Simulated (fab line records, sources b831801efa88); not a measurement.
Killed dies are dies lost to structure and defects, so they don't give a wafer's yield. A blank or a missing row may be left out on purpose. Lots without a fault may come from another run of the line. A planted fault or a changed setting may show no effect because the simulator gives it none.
Which tool did it? | flow sky130 | 12 lots, 35 wafers sampled, at 6 steps of a route of 708

WHAT THE GAUGES READ, wafer by wafer
SKY_SD_N_RS_MEAS_16: measures by four-point-probe.
lot  | measured     | on            | SD_N_RS (ohm/sq)
L712 | day 27 17:07 | film_metro-02 | 68.47 68.47 68.40
L711 | day 27 18:08 | film_metro-03 | 68.45 68.51 68.71
L713 | day 29 12:11 | film_metro-03 | 68.61 68.46 68.47
L714 | day 29 13:38 | film_metro-03 | 68.48 68.66 68.61
L715 | day 33 00:02 | film_metro-03 | 68.41 68.60 68.39
L721 | day 33 06:37 | film_metro-03 | 68.50 68.53 68.44
L719 | day 33 06:53 | film_metro-04 | 68.28 68.56 68.72
L723 | day 33 08:05 | film_metro-02 | 68.78 68.52
L726 | day 33 13:41 | film_metro-02 | 68.65 68.72 68.85
L727 | day 33 15:23 | film_metro-04 | 68.48 68.56 68.67
L732 | day 34 08:29 | film_metro-03 | 68.62 68.45 68.48
L733 | day 34 15:55 | film_metro-03 | 68.45 68.54 68.68

SKY_SD_N_RS_MEAS_17: measures by four-point-probe.
lot  | measured     | on            | SD_P_RS (ohm/sq)
L712 | day 27 17:14 | film_metro-02 | 146.6 146.9 146.5
L711 | day 27 18:15 | film_metro-03 | 147.1 147.7 147.8
L713 | day 29 12:19 | film_metro-03 | 147.3 147.2 147.6
L714 | day 29 13:45 | film_metro-03 | 146.6 147.0 146.7
L715 | day 33 00:09 | film_metro-03 | 146.6 147.2 147.3
L721 | day 33 06:44 | film_metro-03 | 147.2 146.8 147.1
L719 | day 33 07:00 | film_metro-04 | 146.6 146.7 147.6
L723 | day 33 08:12 | film_metro-02 | 147.3 146.7
L726 | day 33 13:49 | film_metro-02 | 147.6 147.8 147.6
L727 | day 33 15:31 | film_metro-04 | 147.1 147.5 148.1
L732 | day 34 08:37 | film_metro-03 | 146.5 146.3 147.1
L733 | day 34 16:02 | film_metro-03 | 147.1 147.0 147.1

SKY_LI_CONTACT_RS_MEAS_22: measures by four-point-probe.
lot  | measured     | on            | LI_CONTACT_W_RS (ohm/sq)
L712 | day 28 22:19 | film_metro-02 | 0.281 0.283 0.283
L711 | day 28 23:33 | film_metro-03 | 0.282 0.283 0.281
L713 | day 30 18:17 | film_metro-03 | 0.287 0.288 0.284
L714 | day 30 19:28 | film_metro-02 | 0.284 0.283 0.282
L715 | day 34 04:14 | film_metro-04 | 0.286 0.282 0.281
L721 | day 34 10:56 | film_metro-04 | 0.285 0.280 0.263
L719 | day 34 11:51 | film_metro-03 | 0.282 0.287 0.283
L723 | day 34 13:47 | film_metro-04 | 0.288 0.265
L726 | day 34 19:13 | film_metro-03 | 0.284 0.283 0.286
L727 | day 34 19:54 | film_metro-03 | 0.284 0.289 0.285
L732 | day 35 11:58 | film_metro-02 | 0.285 0.282 0.282
L733 | day 35 19:50 | film_metro-03 | 0.282 0.285 0.284

SKY_LI_CONTACT_THK_MEAS_23: measures by xrf.
lot  | measured     | on            | LI_CONTACT_W_THK (nm)
L712 | day 28 22:25 | film_metro-02 | 404 399 398
L711 | day 28 23:40 | film_metro-03 | 396 397 401
L713 | day 30 18:25 | film_metro-03 | 389 388 393
L714 | day 30 19:35 | film_metro-02 | 399 401 404
L715 | day 34 04:22 | film_metro-04 | 390 394 399
L721 | day 34 11:03 | film_metro-04 | 393 395 428
L719 | day 34 11:58 | film_metro-03 | 392 384 391
L723 | day 34 13:53 | film_metro-04 | 388 417
L726 | day 34 19:20 | film_metro-03 | 387 389 387
L727 | day 34 20:01 | film_metro-03 | 387 380 385
L732 | day 35 12:05 | film_metro-02 | 398 399 403
L733 | day 35 19:56 | film_metro-03 | 391 390 390

WHICH TOOL RAN EACH LOT (tool, then ch and the chambers of the sampled wafers, then the start)
lot  | SKY_LI_CONTACT_STRIP_16              | SKY_LI_CONTACT_CVD_21
L712 | plasma_asher-03 ch 0,1, day 28 21:44 | cvd_w-02 ch 0,1, day 28 22:10
L711 | plasma_asher-03 ch 0,1, day 28 22:59 | cvd_w-02 ch 0,1, day 28 23:25
L713 | plasma_asher-02 ch 0,1, day 30 17:44 | cvd_w-01 ch 0,1, day 30 18:10
L714 | plasma_asher-01 ch 0,1, day 30 18:53 | cvd_w-02 ch 0,1, day 30 19:20
L715 | plasma_asher-01 ch 0,1, day 34 03:41 | cvd_w-01 ch 0,1, day 34 04:07
L721 | plasma_asher-01 ch 0,1, day 34 10:20 | cvd_w-02 ch 0,1, day 34 10:47
L719 | plasma_asher-03 ch 0,1, day 34 11:17 | cvd_w-01 ch 0,1, day 34 11:43
L723 | plasma_asher-03 ch 0,1, day 34 13:14 | cvd_w-02 ch 0,1, day 34 13:40
L726 | plasma_asher-03 ch 0,1, day 34 18:38 | cvd_w-01 ch 0,1, day 34 19:05
L727 | plasma_asher-02 ch 0, day 34 19:20   | cvd_w-01 ch 0, day 34 19:46
L732 | plasma_asher-02 ch 0,1, day 35 11:23 | cvd_w-01 ch 0,1, day 35 11:50
L733 | plasma_asher-02 ch 0,1, day 35 19:14 | cvd_w-01 ch 0,1, day 35 19:41
- SKY_LI_CONTACT_STRIP_16: strips in O2/N2.
- SKY_LI_CONTACT_CVD_21: deposits W, target thk 400 nm, time 120.56 s.

WHAT THE TOOLS THEMSELVES READ (means of the sampled wafers that have a number; where no wafer has one, the mark that the record gives instead)
SKY_LI_CONTACT_STRIP_16.
lot  | tool            | drypump_motor_current_A (A) | oes_product_au (a.u.) | strip_time_to_endpoint_s (s)
L712 | plasma_asher-03 | 5.2                         | 0.374                 | 3.51
L711 | plasma_asher-03 | 5.5                         | 0.373                 | 3.48
L713 | plasma_asher-02 | 6.3                         | 0.375                 | 3.48
L714 | plasma_asher-01 | 5.5                         | 0.375                 | 3.50
L715 | plasma_asher-01 | 5.4                         | 0.381                 | 3.48
L721 | plasma_asher-01 | 5.4                         | 0.374                 | 3.46
L719 | plasma_asher-03 | 5.5                         | 0.381                 | 3.51
L723 | plasma_asher-03 | 5.3                         | 0.374                 | 3.50
L726 | plasma_asher-03 | 5.5                         | 0.376                 | 3.48
L727 | plasma_asher-02 | 6.7                         | 0.374                 | 3.47
L732 | plasma_asher-02 | 5.8                         | 0.374                 | 3.42
L733 | plasma_asher-02 | 5.8                         | 0.377                 | 3.46

SKY_LI_CONTACT_CVD_21.
lot  | tool     | heater_power_outer_w (W) | heater_power_w (W)
L712 | cvd_w-02 | 469                      | 770
L711 | cvd_w-02 | 470                      | 791
L713 | cvd_w-01 | 439                      | 705
L714 | cvd_w-02 | 501                      | 840
L715 | cvd_w-01 | 459                      | 720
L721 | cvd_w-02 | 505                      | 832
L719 | cvd_w-01 | 474                      | 723
L723 | cvd_w-02 | 503                      | 808
L726 | cvd_w-01 | 438                      | 713
L727 | cvd_w-01 | 415                      | 690
L732 | cvd_w-01 | 441                      | 717
L733 | cvd_w-01 | 444                      | 711

THE ANSWER, worked out from the rows above alone
Rule: what is usual is taken from the lots themselves. Put in order of their means at a reading, lots are off if they are a third of the lots or fewer, leave a main group of 4 or more, and stand apart from it by a gap of 3 or more times the standard deviation of the main group's means; of several such gaps the widest counts. A main group whose means are all the same, to the digits that the tables above print for the reading, isn't used. A lot without any number at a reading at which 4 lots or more have one is off too. The other lots that the step has rows for count as sound. The gauges are gone through in route order, then the tools' own readings, and for those a lot's mean is taken as printed above. The first step at which some lot is off is used, and at that step the reading that is off furthest; a lot without a number counts as furthest.
Off: L721, L723, at SKY_LI_CONTACT_RS_MEAS_22 (LI_CONTACT_W_RS). The main group: mean 0.284 ohm/sq, standard deviation 0.0014.
A tool fits if, at a process step before that reading, it ran every lot that is off, and no sound lot after the first of them. The gauges at SKY_LI_CONTACT_RS_MEAS_22 are tried like those tools. Can't be told from this: 2 tools fit, cvd_w-02 at SKY_LI_CONTACT_CVD_21, film_metro-04 at SKY_LI_CONTACT_RS_MEAS_22.

WHAT THE SIMULATOR HAD PUT IN
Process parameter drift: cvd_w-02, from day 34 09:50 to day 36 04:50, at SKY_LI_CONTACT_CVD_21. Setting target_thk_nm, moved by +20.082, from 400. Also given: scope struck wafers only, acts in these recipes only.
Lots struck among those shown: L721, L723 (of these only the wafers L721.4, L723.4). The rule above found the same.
